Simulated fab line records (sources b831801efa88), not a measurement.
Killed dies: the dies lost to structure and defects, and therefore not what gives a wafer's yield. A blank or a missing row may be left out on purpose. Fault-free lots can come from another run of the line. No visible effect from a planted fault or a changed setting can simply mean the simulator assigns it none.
Which tool is to blame? :: flow sky130 :: 18 wafers from 6 lots sampled at 2 of the route's 708 steps

== WHAT THE GAUGES READ, wafer by wafer ==
SKY_SD_N_RS_MEAS_16: a four-point-probe measurement.
lot: L805
measured: day 29 14:54
on: film_metro-04
SD_N_RS (ohm/sq): 68.29 68.38 68.52

lot: L807
measured: day 30 15:40
on: film_metro-02
SD_N_RS (ohm/sq): 68.81 68.96 68.85

lot: L811
measured: day 31 17:23
on: film_metro-04
SD_N_RS (ohm/sq): 68.46 68.55 68.54

lot: L819
measured: day 34 12:39
on: film_metro-04
SD_N_RS (ohm/sq): 66.56 66.43 66.57

lot: L821
measured: day 35 14:31
on: film_metro-02
SD_N_RS (ohm/sq): 68.59 68.61 68.58

lot: L826
measured: day 36 19:05
on: film_metro-01
SD_N_RS (ohm/sq): 68.58 68.45 68.50

== TOOL THAT RAN EACH LOT (tool first, then ch and the chambers of the sampled wafers, then the start) ==
lot: L805
SKY_SD_N_RTA_14: rtp_anneal-02 ch 0, day 29 14:41

lot: L807
SKY_SD_N_RTA_14: rtp_anneal-02 ch 0, day 30 15:28

lot: L811
SKY_SD_N_RTA_14: rtp_anneal-02 ch 0, day 31 17:13

lot: L819
SKY_SD_N_RTA_14: rtp_anneal-02 ch 0, day 34 12:29

lot: L821
SKY_SD_N_RTA_14: rtp_anneal-01 ch 0, day 35 14:19

lot: L826
SKY_SD_N_RTA_14: rtp_anneal-01 ch 0, day 36 18:55
- SKY_SD_N_RTA_14: time 2 s.

== THE ANSWER, worked out from the rows above alone ==
Rule: usual is defined by the lots themselves. Put in order of their means at a reading, lots are off if they are a third of the lots or fewer, leave a main group of 4 or more, and stand apart from it by a gap of 3 or more times the standard deviation of the main group's means; of several such gaps the widest counts. A main group is skipped when, at the precision printed for the reading in the tables above, its means are all equal. Also off: a lot with no number at a reading for which 4 or more lots have one. Where the step has rows for the other lots, those lots are counted as sound.
Off: at SKY_SD_N_RS_MEAS_16 (SD_N_RS), L819. The main group: mean 68.58 ohm/sq, standard deviation 0.16.
A tool fits if, at a process step before that reading, it ran every lot that is off, and no sound lot after the first of them. Those tools and the gauges at SKY_SD_N_RS_MEAS_16 are tried in the same way. This does not decide it: 2 tools fit, namely rtp_anneal-02 at SKY_SD_N_RTA_14 and film_metro-04 at SKY_SD_N_RS_MEAS_16.

== WHAT THE SIMULATOR HAD INSERTED ==
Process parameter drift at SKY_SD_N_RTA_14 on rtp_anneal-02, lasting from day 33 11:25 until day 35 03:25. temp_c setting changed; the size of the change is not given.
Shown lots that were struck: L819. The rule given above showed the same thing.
